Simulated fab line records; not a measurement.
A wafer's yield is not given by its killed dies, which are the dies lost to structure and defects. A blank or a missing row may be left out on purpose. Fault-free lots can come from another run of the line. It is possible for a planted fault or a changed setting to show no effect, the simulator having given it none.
Which tool did it? || flow sky130 || 21 wafers from 7 lots sampled at 4 of the route's 708 steps

WHAT THE GAUGES READ, wafer by wafer
SKY_METAL1_RS_MEAS_05: the measuring method here is four-point-probe.
{"lot": "L105", "measured": "day 32 05:07", "on": "film-metro-03", "METAL1_ALCU_RS (ohm/sq)": "0.1289 0.1279 0.1277"}
{"lot": "L107", "measured": "day 32 20:04", "on": "film-metro-03", "METAL1_ALCU_RS (ohm/sq)": "0.1290 0.1290 0.1283"}
{"lot": "L110", "measured": "day 34 04:17", "on": "film-metro-04", "METAL1_ALCU_RS (ohm/sq)": "0.1269 0.1257 0.1269"}
{"lot": "L113", "measured": "day 35 01:08", "on": "film-metro-04", "METAL1_ALCU_RS (ohm/sq)": "0.1252 0.1270 0.1255"}
{"lot": "L121", "measured": "day 37 16:50", "on": "film-metro-04", "METAL1_ALCU_RS (ohm/sq)": "0.1259 0.1251 0.1250"}
{"lot": "L124", "measured": "day 38 05:34", "on": "film-metro-04", "METAL1_ALCU_RS (ohm/sq)": "0.1253 0.1274 0.1266"}
{"lot": "L126", "measured": "day 38 23:15", "on": "film-metro-01", "METAL1_ALCU_RS (ohm/sq)": "0.1285 0.1284 0.1262"}

WHAT TOOL EACH LOT RAN ON (gives the tool, then ch and the chambers of the sampled wafers, and finally the start)
{"lot": "L105", "SKY_VT_ADJUST_LVTN_EXPOSE_15": "iline-stepper-02 ch 0, day 7 15:08", "SKY_CONTACT_STRIP_19": "plasma-asher-02 ch 0,1, day 32 03:44", "SKY_METAL1_SPUTTER_04": "pvd-sputter-01, day 32 05:04"}
{"lot": "L107", "SKY_VT_ADJUST_LVTN_EXPOSE_15": "iline-stepper-02 ch 0, day 8 06:38", "SKY_CONTACT_STRIP_19": "plasma-asher-01 ch 0,1, day 32 18:37", "SKY_METAL1_SPUTTER_04": "pvd-sputter-03, day 32 20:01"}
{"lot": "L110", "SKY_VT_ADJUST_LVTN_EXPOSE_15": "iline-stepper-02 ch 0, day 9 06:51", "SKY_CONTACT_STRIP_19": "plasma-asher-03 ch 0,1, day 34 02:53", "SKY_METAL1_SPUTTER_04": "pvd-sputter-03, day 34 04:13"}
{"lot": "L113", "SKY_VT_ADJUST_LVTN_EXPOSE_15": "iline-stepper-01, day 9 23:36", "SKY_CONTACT_STRIP_19": "plasma-asher-02 ch 0,1, day 34 23:43", "SKY_METAL1_SPUTTER_04": "pvd-sputter-04, day 35 01:01"}
{"lot": "L121", "SKY_VT_ADJUST_LVTN_EXPOSE_15": "iline-stepper-02 ch 0, day 12 09:33", "SKY_CONTACT_STRIP_19": "plasma-asher-03 ch 0,1, day 37 15:22", "SKY_METAL1_SPUTTER_04": "pvd-sputter-01, day 37 16:47"}
{"lot": "L124", "SKY_VT_ADJUST_LVTN_EXPOSE_15": "iline-stepper-01 ch 0, day 13 04:29", "SKY_CONTACT_STRIP_19": "plasma-asher-01 ch 1, day 38 04:10", "SKY_METAL1_SPUTTER_04": "pvd-sputter-04, day 38 05:30"}
{"lot": "L126", "SKY_VT_ADJUST_LVTN_EXPOSE_15": "iline-stepper-01 ch 0, day 13 19:04", "SKY_CONTACT_STRIP_19": "plasma-asher-01 ch 0,1, day 38 21:52", "SKY_METAL1_SPUTTER_04": "pvd-sputter-04, day 38 23:10"}
- SKY_VT_ADJUST_LVTN_EXPOSE_15: exposes mask HVN STD DERIVED, target cd 600 nm.
- SKY_CONTACT_STRIP_19: strips in O2/N2.
- SKY_METAL1_SPUTTER_04: material TiN, target thk 70 nm, time 58.3 s.

THE ANSWER, worked out from the rows above alone
Rule: the lots themselves supply what counts as usual. The widest of any qualifying gaps counts: lots, ordered by their means at a reading, are off when they make up no more than a third of the lots, leave a main group of 4 or more, and stand apart from it by 3 or more times the standard deviation of that group's means. A main group is skipped when, at the precision printed for the reading in the tables above, its means are all equal. Also off: a lot with no number at a reading for which 4 or more lots have one. Where the step has rows for the other lots, those lots are counted as sound.
Across all readings shown, no lot is off: no conclusion can be drawn from this.

WHAT THE SIMULATOR HAD INSERTED
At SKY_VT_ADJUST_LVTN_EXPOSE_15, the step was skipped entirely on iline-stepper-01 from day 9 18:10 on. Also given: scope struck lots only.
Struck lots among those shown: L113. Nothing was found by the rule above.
